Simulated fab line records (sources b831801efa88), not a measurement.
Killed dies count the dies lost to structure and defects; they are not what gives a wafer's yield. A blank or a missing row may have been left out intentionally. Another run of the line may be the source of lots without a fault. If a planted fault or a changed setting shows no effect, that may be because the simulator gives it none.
Struck lot and sound lot, side by side -- flow sky130 -- 16 out of 708 route steps
Sound: these wafers, L174.2, L174.5, L174.6. Struck: wafers L179.1, L179.2, L179.3. Last of all comes the cause.
At each step with rows: each side's tool, then ch and its chambers, then its first start. Under that, the readings that differ: sound wafers -- struck wafers -- difference of the means -- sigmas: that difference in standard deviations of wafers without a fault.
alike: same words and numbers on both sides, and readings whose means sit less than 2 such deviations apart. not compared: any withheld reading, any reading some wafer has no value for, any bound like >300 that may hide the same value, and any number with overlapping values for which the record gives no deviation.
A row with sigmas, a row that says differs or no value, or rows on one side alone: a step with any of these is where the two part. Numbers that don't overlap but have no deviation are shown without sigmas and don't part them. A reading that every wafer of one side lacks parts them only if that side has two wafers or more.

first, 8 steps without rows for these wafers: SKY_METAL1_DEHYDRATE_07 (time 60 s); SKY_METAL1_HMDS_08 (prime time 60 s); SKY_METAL1_COAT_09 (resist thk 60 nm); SKY_METAL1_COAT_10 (resist thk 450 nm); SKY_METAL1_SOFTBAKE_11 (time 90 s); SKY_METAL1_EXPOSE_12 (exposes mask MM1, target cd 140 nm); SKY_METAL1_PEB_13; SKY_METAL1_DEVELOP_14 (develop time 60 s).
SKY_METAL1_CD_MEAS_15 targets a cd of 140 nm.
  sound on cd-sem-01, day 35 14:26; struck on cd-sem-01, day 36 20:06
reading,sound,struck,difference,sigmas
cd-nm (nm),136.9 138.3 137.2,139.8 141.1 140.8,+3.1,+2
SKY_METAL1_OVL_MEAS_16:
  sound on overlay-01, day 35 14:32; struck on overlay-02, day 36 20:13
  alike: METAL1_OVL
SKY_METAL1_DESCUM_17: chemistry O2, time 8 s.
  sound on rie-metal-04 ch 0, day 35 14:35; struck on rie-metal-04 ch 0,1, day 36 20:15
  alike: drypump-motor-current-A, oes-product-au
  not compared: rf-hours-counter-h
SKY_METAL1_ETCH_18: etches BARC in N2/H2, stops on SiO2, time 45.9 s, target depth 60 nm.
  sound on rie-metal-04 ch 0, day 35 14:39; struck on rie-metal-04 ch 0,1, day 36 20:17
  alike: drypump-motor-current-A, oes-product-au, throttle-valve-pct
  not compared: rf-hours-counter-h
SKY_METAL1_METAL_ETCH_19: etches the open film in Cl2/BCl3, stops on SiO2, target depth 360 nm, time 78 s.
  sound on rie-metal-04 ch 0, day 35 14:47; struck on rie-metal-04 ch 0,1, day 36 20:21
reading,sound,struck,difference,sigmas
oes-product-au (a.u.),0.853 0.857 0.860,0.803 0.808 0.808,-0.050,-9
over-etch-frac,0.3 0.3 0.3,0.46566 0.46566 0.46566,+0.16566,
model.KrF-thick_of_METAL1_COAT_10.thk-nm (nm),162.2 160.8 162.6,128.3 125.1 129.8,-34.1,
  alike: drypump-motor-current-A, mfc-cl2-sccm, throttle-valve-pct
  not compared: rf-hours-counter-h, model.METAL1.cd-nm
SKY_METAL1_STRIP_20: strips in O2/N2.
  sound on plasma-asher-03 ch 0,1, day 35 14:56; struck on plasma-asher-02 ch 0,1, day 36 20:26
reading,sound,struck,difference,sigmas
oes-product-au (a.u.),0.344 0.347 0.354,0.327 0.335 0.319,-0.021,-4
strip-time-to-endpoint-s (s),2.74 2.71 2.75,2.36 2.31 2.37,-0.39,-9
  alike: drypump-motor-current-A
  not compared: rf-hours-counter-h
then, 1 step without rows for these wafers: SKY_METAL1_STRIP_21 (strips in post etch residue remover, time 1200 s).
-- the record jumps here: 12 days lie between the struck wafers' starts before and after (it left off in module METAL1 and takes up again in module PAD_OPEN, whose first step shown is number 708 of the route) --
SKY_PAD_OPEN_PROBE_99:
  sound on prober-01, day 48 01:10; struck on prober-02, day 48 21:08
  alike: defect-limited-yield, killed_at_M0_to_M3, killed_at_M4_up, killed-at-contacts, killed-at-front-end, killed-at-other, killed-dies, killed-open, killed-short, sort_bin_3_pad_short, sort_bin_5_function, sort_bin_6_memory, sort-n-pass, sort-yield-pct

## WHERE THEY PART
First at SKY_METAL1_CD_MEAS_15; last, within this record, at SKY_METAL1_STRIP_20. Later steps at which nothing parts them and some readings are alike: SKY_PAD_OPEN_PROBE_99.

WHY: whatever the simulator had introduced
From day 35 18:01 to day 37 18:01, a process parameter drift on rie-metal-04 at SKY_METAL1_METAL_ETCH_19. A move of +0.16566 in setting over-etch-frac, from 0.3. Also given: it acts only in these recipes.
